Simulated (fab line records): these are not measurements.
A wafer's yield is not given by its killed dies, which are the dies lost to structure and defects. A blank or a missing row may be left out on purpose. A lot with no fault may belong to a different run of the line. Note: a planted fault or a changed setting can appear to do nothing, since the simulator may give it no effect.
A struck lot beside a sound one	flow sky130	15 out of 708 route steps
Sound: the wafers L353.1, L353.2, L353.5. Wafers struck: L362.1, L362.2, L362.4. At the end, the cause is stated.
Order at every step that has rows: each side's tool, ch and its chambers, its first start. Under that, the readings that differ: sound wafers	struck wafers	difference of the means	sigmas: that difference in standard deviations of wafers without a fault.
alike: readings whose means differ by less than 2 such deviations, and words and numbers that are the same on both sides. not compared: withheld readings, readings that some wafer has no value for, bounds like >300 that may hide the same value, and numbers for which the record gives no deviation and whose values overlap.
Wherever a step has rows on one side only, a row that says differs or no value, or a row with sigmas, the two part there. Numbers that have no deviation but don't overlap get no sigmas and don't part them. Lack of a reading on every wafer of one side parts them only where that side has two or more wafers.

SKY_VIA1_CMP_24: polishes, stops on SiO2, t overpolish 15 s, target thk 0 nm.
  sound on cmp-01 ch 0,1,2, day 34 15:02; struck on cmp-02 ch 0,1,3, day 37 05:17
  alike: headPressurePsi, motorCurrentA, overpolishRunS, timeToEndpointS
then, 1 step without rows for these wafers: SKY_METAL2_SPUTTER_00 (material Ti, target thk 15 nm, time 10 s).
SKY_METAL2_SPUTTER_01: material TiN, target thk 20 nm, time 16.7 s.
  sound: pvdSputter-01 at day 34 15:22; struck: pvdSputter-01 at day 37 05:37
  alike: throttleValvePct
SKY_METAL2_SPUTTER_02: material AlCu, target thk 250 nm, time 13.3 s.
  sound: pvdSputter-01 at day 34 15:23; struck: pvdSputter-01 at day 37 05:38
  alike: throttleValvePct
SKY_METAL2_SPUTTER_03: material Ti, target thk 5 nm, time 3.3 s.
  sound: pvdSputter-01 at day 34 15:25; struck: pvdSputter-01 at day 37 05:40
  alike: throttleValvePct
SKY_METAL2_SPUTTER_04: material TiN, target thk 70 nm, time 58.3 s.
  sound: pvdSputter-01 at day 34 15:25; struck: pvdSputter-01 at day 37 05:41
  alike: throttleValvePct
SKY_METAL2_RS_MEAS_05: the measuring method here is four-point-probe.
  sound: filmMetro-03 at day 34 15:28; struck: filmMetro-03 at day 37 05:44
  alike: METAL2_ALCU_RS
SKY_METAL2_THK_MEAS_06: measures by xrf.
  sound: filmMetro-03 at day 34 15:35; struck: filmMetro-03 at day 37 05:51
  alike: METAL2_ALCU_THK
then, 4 steps without rows for these wafers: SKY_METAL2_DEHYDRATE_07 (time 60 s); SKY_METAL2_HMDS_08 (prime time 60 s); SKY_METAL2_COAT_09 (resist thk 60 nm); SKY_METAL2_COAT_10 (resist thk 450 nm).
SKY_METAL2_SOFTBAKE_11: time 90 s.
  sound on lithoTrack-03 ch 0, day 35 04:00; struck on lithoTrack-03 ch 0, day 37 18:00
reading	sound	struck	difference	sigmas
runLengthS (s)	119.15 119.38 119.17	129.62 129.61 129.80	+10.44	+45
  alike: exhaustPa
then, 1 step without rows for these wafers: SKY_METAL2_EXPOSE_12 (exposes mask MM2, target cd 140 nm).
-- the record jumps here: 11 days lie between the struck wafers' starts before and after (it left off in module METAL2 and takes up again in module PAD_OPEN, whose first step shown is number 708 of the route) --
SKY_PAD_OPEN_PROBE_99:
  sound: prober-01 at day 46 05:33; struck: prober-02 at day 48 06:13
  alike: defectLimitedYield, killed_at_M0_to_M3, killed_at_M4_up, killedAtContacts, killedAtFrontEnd, killedAtOther, killedDies, killedOpen, killedShort, sort_bin_3_pad_short, sort_bin_5_function, sort_bin_6_memory, sortNPass, sortYieldPct

## WHERE THEY PART
Only at SKY_METAL2_SOFTBAKE_11, as far as this record shows. Later steps at which nothing parts them and some readings are alike: SKY_PAD_OPEN_PROBE_99.

WHY: what the simulator had put in
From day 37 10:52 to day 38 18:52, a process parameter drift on lithoTrack-03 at SKY_METAL2_SOFTBAKE_11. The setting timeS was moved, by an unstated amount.
